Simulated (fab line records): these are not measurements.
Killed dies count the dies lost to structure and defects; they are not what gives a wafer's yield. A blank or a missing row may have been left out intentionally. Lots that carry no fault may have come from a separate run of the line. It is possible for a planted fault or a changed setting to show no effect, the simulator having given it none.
fab line records :: flow sky130 :: part 2 of 2: steps 29 to 40 of 40
record:
  lots: 5
  wafers: 15
  last_day: 50
route steps=708 shown SONOS_ONO@178 GATE_OXIDE@187 POLY_GATE@204 RES_PROTECT@206
lots that met no fault: from a run of the same line without faults
start_h: start of the lot's first displayed wafer, in hours after the record's first day :: wait_h: hours elapsed since this lot's preceding step :: " repeats the value in the row above :: L1.1+2: one row covering several wafers at once :: - no value, or no start was given :: * or withheld: withheld :: < > ~ a bound
route shown NAME@n: names a module that has steps shown in the file, with the first one's number in the route :: usual: mean/standard deviation of fault-free wafers :: same: alike in all rows :: chamber/n: place in a boat :: sites: each site's reading :: _std_site: standard deviation of those values :: _edge_site: mean of outer sites minus mean of inner sites :: radius_mm: how far each site lies from the wafer's centre :: mask NAME#n: copy n :: behind: tool/chamber where the wafer was last shaped :: hold: why the lot was held/for how many hours/how that ended :: device: transistor that didn't switch, given as n, p or np :: end of line: the route-end tests of the same wafers :: for a step that has no rows: nothing shown but its recipe :: killed: at the first sort, the dies lost to defects and structure; wafer yield is something else :: map: the dies of a wafer, with x for killed, . for not killed, _ for no die there
set.NAME: the run value of the setting; set.NAME@STEP: its run value at that earlier step :: model.NAME: the simulator's own value behind a step, which no gauge read
certain route steps with their lots: each step a table, each wafer a row
services: from which hour (start_h, from the record's first day; less than 0 if before it) a tool's chamber was out of use, for how many hours, and why
== steps ==
step: SKY_RES_PROTECT_DEHYDRATE_00
recipe:
  temp_c: 200
  time_s: 60
lot.wafer: L078.1+2+4
tool: litho_track-04
chamber: 0
start_h: 360.64
wait_h: 13.2

lot.wafer: L082.1+3+4
tool: litho_track-02
chamber: 0
start_h: 396.53
wait_h: 14.4

lot.wafer: L088.1+2+5
tool: litho_track-02
chamber: 0
start_h: 442.53
wait_h: 14.6

lot.wafer: L093.1+2+4
tool: litho_track-04
chamber: 0
start_h: 498.94
wait_h: 15.1

lot.wafer: L096.2+3+5
tool: litho_track-04
chamber: 0
start_h: 513.81
wait_h: 14.3
step: SKY_RES_PROTECT_HMDS_01
recipe:
  prime_time_s: 60
  prime_temp_c: 120
usual:
  prime_temp_c: 120.04/0.14
lot.wafer: L078.1
tool: litho_track-04
chamber: 0
start_h: 360.79
wait_h: 0.1
prime_temp_c: 120.02

lot.wafer: L078.2
tool: litho_track-04
chamber: 0
start_h: 360.79
wait_h: 0.1
prime_temp_c: 119.96

lot.wafer: L078.4
tool: litho_track-04
chamber: 0
start_h: 360.79
wait_h: 0.1
prime_temp_c: 120.06

lot.wafer: L082.1
tool: litho_track-02
chamber: 0
start_h: 396.68
wait_h: 0.1
prime_temp_c: 120.13

lot.wafer: L082.3
tool: litho_track-02
chamber: 0
start_h: 396.68
wait_h: 0.1
prime_temp_c: 119.84

lot.wafer: L082.4
tool: litho_track-02
chamber: 0
start_h: 396.68
wait_h: 0.1
prime_temp_c: 119.89

lot.wafer: L088.1
tool: litho_track-02
chamber: 0
start_h: 442.68
wait_h: 0.1
prime_temp_c: 120.01

lot.wafer: L088.2
tool: litho_track-02
chamber: 0
start_h: 442.68
wait_h: 0.1
prime_temp_c: 119.89

lot.wafer: L088.5
tool: litho_track-02
chamber: 0
start_h: 442.68
wait_h: 0.1
prime_temp_c: 120.07

lot.wafer: L093.1
tool: litho_track-04
chamber: 0
start_h: 499.09
wait_h: 0.1
prime_temp_c: 120.02

lot.wafer: L093.2
tool: litho_track-04
chamber: 0
start_h: 499.09
wait_h: 0.1
prime_temp_c: 120.19

lot.wafer: L093.4
tool: litho_track-04
chamber: 0
start_h: 499.09
wait_h: 0.1
prime_temp_c: 119.90

lot.wafer: L096.2
tool: litho_track-04
chamber: 0
start_h: 513.96
wait_h: 0.1
prime_temp_c: 120.03

lot.wafer: L096.3
tool: litho_track-04
chamber: 0
start_h: 513.96
wait_h: 0.1
prime_temp_c: 120.04

lot.wafer: L096.5
tool: litho_track-04
chamber: 0
start_h: 513.96
wait_h: 0.1
prime_temp_c: 119.93
step: SKY_RES_PROTECT_COAT_02
recipe:
  resist: NOVOLAK
  spin_rpm: 3000
  resist_thk_nm: 1140
lot.wafer: L078.1+2+4
tool: litho_track-04
chamber: 0
start_h: 360.94
wait_h: 0.1

lot.wafer: L082.1+3+4
tool: litho_track-02
chamber: 0
start_h: 396.83
wait_h: 0.1

lot.wafer: L088.1+2+5
tool: litho_track-02
chamber: 0
start_h: 442.83
wait_h: 0.1

lot.wafer: L093.1+2+4
tool: litho_track-04
chamber: 0
start_h: 499.24
wait_h: 0.1

lot.wafer: L096.2+3+5
tool: litho_track-04
chamber: 0
start_h: 514.11
wait_h: 0.1
step: SKY_RES_PROTECT_SOFTBAKE_03
recipe:
  temp_c: 90
  time_s: 60
  resist: NOVOLAK
lot.wafer: L078.1+2+4
tool: litho_track-04
chamber: 0
start_h: 361.09
wait_h: 0.1

lot.wafer: L082.1+3+4
tool: litho_track-02
chamber: 0
start_h: 396.98
wait_h: 0.1

lot.wafer: L088.1+2+5
tool: litho_track-02
chamber: 0
start_h: 442.98
wait_h: 0.1

lot.wafer: L093.1+2+4
tool: litho_track-04
chamber: 0
start_h: 499.39
wait_h: 0.1

lot.wafer: L096.2+3+5
tool: litho_track-04
chamber: 0
start_h: 514.26
wait_h: 0.1
step: SKY_RES_PROTECT_EXPOSE_04
recipe:
  mask_id: RPM
  na: 0.6
  source_shape: conventional
  sigma_outer: 0.6
  polarization: unpolarized
  target_cd_nm: 1270
  dose_mj: 131
lot.wafer: L078.1+2+4
tool: iline_stepper-01
chamber: 0
start_h: -
wait_h: -
mask: RPM#0

lot.wafer: L082.1+3+4
tool: iline_stepper-02
chamber: 0
start_h: -
wait_h: -
mask: RPM#0

lot.wafer: L088.1+2+5
tool: iline_stepper-01
chamber: 0
start_h: -
wait_h: -
mask: RPM#0

lot.wafer: L093.1+2+4
tool: iline_stepper-01
chamber: 0
start_h: -
wait_h: -
mask: RPM#0

lot.wafer: L096.2+3+5
tool: iline_stepper-02
chamber: 0
start_h: -
wait_h: -
mask: RPM#0
step: SKY_RES_PROTECT_PEB_05
recipe:
  temp_c: withheld
  time_s: *
  resist: NOVOLAK
lot.wafer: L078.1+2+4
tool: litho_track-01
chamber: 0
start_h: -
wait_h: -

lot.wafer: L082.1+3+4
tool: litho_track-04
chamber: 0
start_h: -
wait_h: -

lot.wafer: L088.1+2+5
tool: litho_track-04
chamber: 0
start_h: -
wait_h: -

lot.wafer: L093.1+2+4
tool: litho_track-02
chamber: 0
start_h: -
wait_h: -

lot.wafer: L096.2+3+5
tool: litho_track-02
chamber: 0
start_h: -
wait_h: -
step: SKY_RES_PROTECT_DEVELOP_06
recipe:
  resist: NOVOLAK
  developer: TMAH
  develop_time_s: 60
  dev_temp_c: 23
lot.wafer: L078.1+2+4
tool: litho_track-01
chamber: 0
start_h: 375.48
wait_h: 0.1

lot.wafer: L082.1+3+4
tool: litho_track-04
chamber: 0
start_h: 411.89
wait_h: 0.1

lot.wafer: L088.1+2+5
tool: litho_track-04
chamber: 0
start_h: 458.24
wait_h: 0.1

lot.wafer: L093.1+2+4
tool: litho_track-02
chamber: 0
start_h: 514.08
wait_h: 0.1

lot.wafer: L096.2+3+5
tool: litho_track-02
chamber: 0
start_h: 529.25
wait_h: 0.1
step: SKY_POLY_GATE_IMPLANT_02
recipe:
  species: P
  energy_kev: 30
  dose_cm2: 7.7e+15
  tilt_deg: 0
usual:
  beam_on_s: 33/3.2
lot.wafer: L078.1
tool: implanter-03
chamber: 0
start_h: 375.73
wait_h: 0.2
beam_on_s: 31

lot.wafer: L078.2
tool: implanter-03
chamber: 0
start_h: 375.73
wait_h: 0.2
beam_on_s: 31

lot.wafer: L078.4
tool: implanter-03
chamber: 0
start_h: 375.73
wait_h: 0.2
beam_on_s: 31

lot.wafer: L082.1
tool: implanter-04
chamber: 0
start_h: 412.04
wait_h: 0.1
beam_on_s: 32

lot.wafer: L082.3
tool: implanter-04
chamber: 0
start_h: 412.04
wait_h: 0.1
beam_on_s: 33

lot.wafer: L082.4
tool: implanter-04
chamber: 0
start_h: 412.04
wait_h: 0.1
beam_on_s: 34

lot.wafer: L088.1
tool: implanter-03
chamber: 0
start_h: 458.39
wait_h: 0.1
beam_on_s: 33

lot.wafer: L088.2
tool: implanter-03
chamber: 0
start_h: 458.39
wait_h: 0.1
beam_on_s: 31

lot.wafer: L088.5
tool: implanter-03
chamber: 0
start_h: 458.39
wait_h: 0.1
beam_on_s: 31

lot.wafer: L093.1
tool: implanter-04
chamber: 0
start_h: 514.23
wait_h: 0.1
beam_on_s: 34

lot.wafer: L093.2
tool: implanter-04
chamber: 0
start_h: 514.23
wait_h: 0.1
beam_on_s: 33

lot.wafer: L093.4
tool: implanter-04
chamber: 0
start_h: 514.23
wait_h: 0.1
beam_on_s: 34

lot.wafer: L096.2
tool: implanter-03
chamber: 0
start_h: 529.40
wait_h: 0.1
beam_on_s: 32

lot.wafer: L096.3
tool: implanter-03
chamber: 0
start_h: 529.40
wait_h: 0.1
beam_on_s: 32

lot.wafer: L096.5
tool: implanter-03
chamber: 0
start_h: 529.40
wait_h: 0.1
beam_on_s: 31
step: SKY_RES_PROTECT_STRIP_07
recipe:
  chemistry: O2/N2
  power_w: 1400
  pressure_mtorr: 1500
  platen_temp_c: withheld
  o2_flow_sccm: 3000
  n2_flow_sccm: 300
  overash_fraction: 0.5
usual:
  drypump_motor_current_A: 5.3/0.4
  oes_product_au: 0.518/0.0045
  strip_time_to_endpoint_s: 23.30/0.037
lot.wafer: L078.1
tool: plasma_asher-03
chamber: 0
start_h: 375.88
wait_h: 0.1
drypump_motor_current_A: 5.2
oes_product_au: 0.519
rf_hours_counter_h: 67
strip_time_to_endpoint_s: 23.28

lot.wafer: L078.2
tool: plasma_asher-03
chamber: 1
start_h: 375.88
wait_h: 0.1
drypump_motor_current_A: 6.0
oes_product_au: 0.517
rf_hours_counter_h: 67
strip_time_to_endpoint_s: 23.27

lot.wafer: L078.4
tool: plasma_asher-03
chamber: 0
start_h: 375.88
wait_h: 0.1
drypump_motor_current_A: 5.2
oes_product_au: 0.523
rf_hours_counter_h: -
strip_time_to_endpoint_s: 23.33

lot.wafer: L082.1
tool: plasma_asher-01
chamber: 1
start_h: 412.19
wait_h: 0.1
drypump_motor_current_A: 5.7
oes_product_au: 0.517
rf_hours_counter_h: 71
strip_time_to_endpoint_s: 23.27

lot.wafer: L082.3
tool: plasma_asher-01
chamber: 1
start_h: 412.19
wait_h: 0.1
drypump_motor_current_A: 5.7
oes_product_au: 0.515
rf_hours_counter_h: -
strip_time_to_endpoint_s: 23.26

lot.wafer: L082.4
tool: plasma_asher-01
chamber: 0
start_h: 412.19
wait_h: 0.1
drypump_motor_current_A: 6.3
oes_product_au: 0.524
rf_hours_counter_h: -
strip_time_to_endpoint_s: 23.27

lot.wafer: L088.1
tool: plasma_asher-03
chamber: 0
start_h: 458.54
wait_h: 0.1
drypump_motor_current_A: 5.2
oes_product_au: 0.520
rf_hours_counter_h: 74
strip_time_to_endpoint_s: 23.25

lot.wafer: L088.2
tool: plasma_asher-03
chamber: 1
start_h: 458.54
wait_h: 0.1
drypump_motor_current_A: 6.1
oes_product_au: 0.519
rf_hours_counter_h: 74
strip_time_to_endpoint_s: 23.30

lot.wafer: L088.5
tool: plasma_asher-03
chamber: 1
start_h: 458.54
wait_h: 0.1
drypump_motor_current_A: 6.1
oes_product_au: 0.517
rf_hours_counter_h: -
strip_time_to_endpoint_s: 23.32

lot.wafer: L093.1
tool: plasma_asher-04
chamber: 0
start_h: 514.38
wait_h: 0.1
drypump_motor_current_A: 5.0
oes_product_au: 0.526
rf_hours_counter_h: 71
strip_time_to_endpoint_s: 23.33

lot.wafer: L093.2
tool: plasma_asher-04
chamber: 1
start_h: 514.38
wait_h: 0.1
drypump_motor_current_A: 5.2
oes_product_au: 0.514
rf_hours_counter_h: 71
strip_time_to_endpoint_s: 23.34

lot.wafer: L093.4
tool: plasma_asher-04
chamber: 1
start_h: 514.38
wait_h: 0.1
drypump_motor_current_A: 5.2
oes_product_au: 0.514
rf_hours_counter_h: -
strip_time_to_endpoint_s: 23.32

lot.wafer: L096.2
tool: plasma_asher-03
chamber: 0
start_h: 529.53
wait_h: 0.1
drypump_motor_current_A: 5.2
oes_product_au: 0.522
rf_hours_counter_h: 81
strip_time_to_endpoint_s: 23.33

lot.wafer: L096.3
tool: plasma_asher-03
chamber: 1
start_h: 529.53
wait_h: 0.1
drypump_motor_current_A: 6.0
oes_product_au: 0.513
rf_hours_counter_h: -
strip_time_to_endpoint_s: 23.28

lot.wafer: L096.5
tool: plasma_asher-03
chamber: 1
start_h: 529.53
wait_h: 0.1
drypump_motor_current_A: 6.0
oes_product_au: 0.516
rf_hours_counter_h: -
strip_time_to_endpoint_s: 23.28
step: SKY_RES_PROTECT_TW_MEAS_08
usual:
  POLY_GATE_TW: 4032/54
lot.wafer: L078.1
tool: film_metro-03
chamber: -
start_h: 375.98
wait_h: 0.1
POLY_GATE_TW: 3972

lot.wafer: L078.2
tool: film_metro-03
chamber: -
start_h: 375.98
wait_h: 0.1
POLY_GATE_TW: 3980

lot.wafer: L078.4
tool: film_metro-03
chamber: -
start_h: 375.98
wait_h: 0.1
POLY_GATE_TW: 3995

lot.wafer: L082.1
tool: film_metro-02
chamber: -
start_h: 412.29
wait_h: 0.1
POLY_GATE_TW: 4058

lot.wafer: L082.3
tool: film_metro-02
chamber: -
start_h: 412.29
wait_h: 0.1
POLY_GATE_TW: 4060

lot.wafer: L082.4
tool: film_metro-02
chamber: -
start_h: 412.29
wait_h: 0.1
POLY_GATE_TW: 4068

lot.wafer: L088.1
tool: film_metro-01
chamber: -
start_h: 458.64
wait_h: 0.1
POLY_GATE_TW: 4100

lot.wafer: L088.2
tool: film_metro-01
chamber: -
start_h: 458.64
wait_h: 0.1
POLY_GATE_TW: 4099

lot.wafer: L088.5
tool: film_metro-01
chamber: -
start_h: 458.64
wait_h: 0.1
POLY_GATE_TW: 4091

lot.wafer: L093.1
tool: film_metro-01
chamber: -
start_h: 514.48
wait_h: 0.1
POLY_GATE_TW: 4074

lot.wafer: L093.2
tool: film_metro-01
chamber: -
start_h: 514.48
wait_h: 0.1
POLY_GATE_TW: 4112

lot.wafer: L093.4
tool: film_metro-01
chamber: -
start_h: 514.48
wait_h: 0.1
POLY_GATE_TW: 4090

lot.wafer: L096.2
tool: film_metro-03
chamber: -
start_h: 529.64
wait_h: 0.1
POLY_GATE_TW: 3974

lot.wafer: L096.3
tool: film_metro-03
chamber: -
start_h: 529.64
wait_h: 0.1
POLY_GATE_TW: 3975

lot.wafer: L096.5
tool: film_metro-03
chamber: -
start_h: 529.64
wait_h: 0.1
POLY_GATE_TW: 3963
step: SKY_RES_PROTECT_CLEAN_09
recipe:
  chemistry: SC1/SC2
  mix: 1:4:20
  temp_c: 70
  time_s: 150
  dry: n2_spin
usual:
  bath_heat_duty_pct: 14.1/1.7
lot.wafer: L078.1
tool: wet_bench-04
chamber: 1
start_h: 376.04
wait_h: 0.1
bath_heat_duty_pct: 14.8

lot.wafer: L078.2
tool: wet_bench-04
chamber: 1
start_h: 376.04
wait_h: 0.1
bath_heat_duty_pct: 16.1

lot.wafer: L078.4
tool: wet_bench-04
chamber: 1
start_h: 376.04
wait_h: 0.1
bath_heat_duty_pct: 15.6

lot.wafer: L082.1
tool: wet_bench-04
chamber: 1
start_h: 412.35
wait_h: 0.1
bath_heat_duty_pct: 14.6

lot.wafer: L082.3
tool: wet_bench-04
chamber: 1
start_h: 412.35
wait_h: 0.1
bath_heat_duty_pct: 15.2

lot.wafer: L082.4
tool: wet_bench-04
chamber: 1
start_h: 412.35
wait_h: 0.1
bath_heat_duty_pct: 16.0

lot.wafer: L088.1
tool: wet_bench-04
chamber: 1
start_h: 458.70
wait_h: 0.1
bath_heat_duty_pct: 14.7

lot.wafer: L088.2
tool: wet_bench-04
chamber: 1
start_h: 458.70
wait_h: 0.1
bath_heat_duty_pct: 14.9

lot.wafer: L088.5
tool: wet_bench-04
chamber: 1
start_h: 458.70
wait_h: 0.1
bath_heat_duty_pct: 15.3

lot.wafer: L093.1
tool: wet_bench-02
chamber: 2
start_h: 514.54
wait_h: 0.1
bath_heat_duty_pct: 11.1

lot.wafer: L093.2
tool: wet_bench-02
chamber: 2
start_h: 514.54
wait_h: 0.1
bath_heat_duty_pct: 11.5

lot.wafer: L093.4
tool: wet_bench-02
chamber: 2
start_h: 514.54
wait_h: 0.1
bath_heat_duty_pct: 11.6

lot.wafer: L096.2
tool: wet_bench-02
chamber: 3
start_h: 529.69
wait_h: 0.0
bath_heat_duty_pct: 12.6

lot.wafer: L096.3
tool: wet_bench-02
chamber: 3
start_h: 529.69
wait_h: 0.0
bath_heat_duty_pct: 13.7

lot.wafer: L096.5
tool: wet_bench-02
chamber: 3
start_h: 529.69
wait_h: 0.0
bath_heat_duty_pct: 13.7
step: SKY_POLY_GATE_CVD_03
recipe:
  material: Si3N4
  precursor: DCS/NH3
  target_thk_nm: 75
  temp_c: 770
  time_s: 1290
  pressure_mtorr: 250
usual:
  spike_tc_upper_C: 769.8/1
lot.wafer: L078.1
tool: lpcvd-02
chamber: 1
start_h: 376.09
wait_h: 0.0
spike_tc_upper_C: 769.8

lot.wafer: L078.2
tool: lpcvd-02
chamber: 1
start_h: 376.09
wait_h: 0.0
spike_tc_upper_C: 768.5

lot.wafer: L078.4
tool: lpcvd-02
chamber: 1
start_h: 376.09
wait_h: 0.0
spike_tc_upper_C: 769.4

lot.wafer: L082.1
tool: lpcvd-02
chamber: 1
start_h: 412.40
wait_h: 0.0
spike_tc_upper_C: 769.9

lot.wafer: L082.3
tool: lpcvd-02
chamber: 1
start_h: 412.40
wait_h: 0.0
spike_tc_upper_C: 770.2

lot.wafer: L082.4
tool: lpcvd-02
chamber: 1
start_h: 412.40
wait_h: 0.0
spike_tc_upper_C: 769.6

lot.wafer: L088.1
tool: lpcvd-02
chamber: 1
start_h: 458.75
wait_h: 0.0
spike_tc_upper_C: 769.5

lot.wafer: L088.2
tool: lpcvd-02
chamber: 1
start_h: 458.75
wait_h: 0.0
spike_tc_upper_C: 769.8

lot.wafer: L088.5
tool: lpcvd-02
chamber: 1
start_h: 458.75
wait_h: 0.0
spike_tc_upper_C: 769.5

lot.wafer: L093.1
tool: lpcvd-02
chamber: 1
start_h: 514.65
wait_h: 0.0
spike_tc_upper_C: 771.1

lot.wafer: L093.2
tool: lpcvd-02
chamber: 1
start_h: 514.65
wait_h: 0.0
spike_tc_upper_C: 768.0

lot.wafer: L093.4
tool: lpcvd-02
chamber: 1
start_h: 514.65
wait_h: 0.0
spike_tc_upper_C: 770.6

lot.wafer: L096.2
tool: lpcvd-02
chamber: 0
start_h: 541.71
wait_h: 12.0
spike_tc_upper_C: 770.7

lot.wafer: L096.3
tool: lpcvd-02
chamber: 0
start_h: 541.71
wait_h: 12.0
spike_tc_upper_C: 771.0

lot.wafer: L096.5
tool: lpcvd-02
chamber: 0
start_h: 541.71
wait_h: 12.0
spike_tc_upper_C: 769.7
== services ==
tool: iline_stepper-01
chamber: -
start_h: 297.25
hours: 4.4
kind: pm

tool: implanter-03
chamber: -
start_h: 328.95
hours: 8.1
kind: repair

tool: iline_stepper-02
chamber: -
start_h: 331.15
hours: 1.3
kind: repair

tool: implanter-03
chamber: -
start_h: 358.23
hours: 3.8
kind: repair

tool: furnace-01
chamber: -
start_h: 364.99
hours: 4.0
kind: pm

tool: plasma_asher-03
chamber: -
start_h: 378.43
hours: 1.0
kind: repair

tool: wet_bench-01
chamber: -
start_h: 387.04
hours: 2.6
kind: repair

tool: plasma_asher-03
chamber: -
start_h: 396.92
hours: 2.8
kind: pm

tool: plasma_asher-03
chamber: -
start_h: 409.34
hours: 1.6
kind: repair

tool: iline_stepper-01
chamber: -
start_h: 412.02
hours: 2.1
kind: pm

tool: implanter-03
chamber: -
start_h: 414.09
hours: 2.5
kind: repair

tool: iline_stepper-01
chamber: -
start_h: 418.46
hours: 1.7
kind: pm

tool: iline_stepper-01
chamber: -
start_h: 425.44
hours: 0.8
kind: pm

tool: furnace-01
chamber: -
start_h: 428.65
hours: 11.6
kind: pm

tool: iline_stepper-02
chamber: -
start_h: 434.07
hours: 1.7
kind: pm

tool: iline_stepper-02
chamber: -
start_h: 459.94
hours: 6.4
kind: repair

tool: plasma_asher-03
chamber: -
start_h: 485.90
hours: 5.9
kind: repair

tool: iline_stepper-02
chamber: -
start_h: 496.71
hours: 5.1
kind: repair

tool: implanter-03
chamber: -
start_h: 511.10
hours: 1.0
kind: repair

tool: plasma_asher-02
chamber: -
start_h: 514.41
hours: 2.8
kind: pm

tool: lpcvd-02
chamber: -
start_h: 521.00
hours: 14.6
kind: pm

tool: furnace-01
chamber: -
start_h: 532.14
hours: 4.1
kind: pm

tool: lpcvd-02
chamber: -
start_h: 535.60
hours: 6.1
kind: pm

tool: iline_stepper-01
chamber: -
start_h: 538.37
hours: 10.0
kind: repair
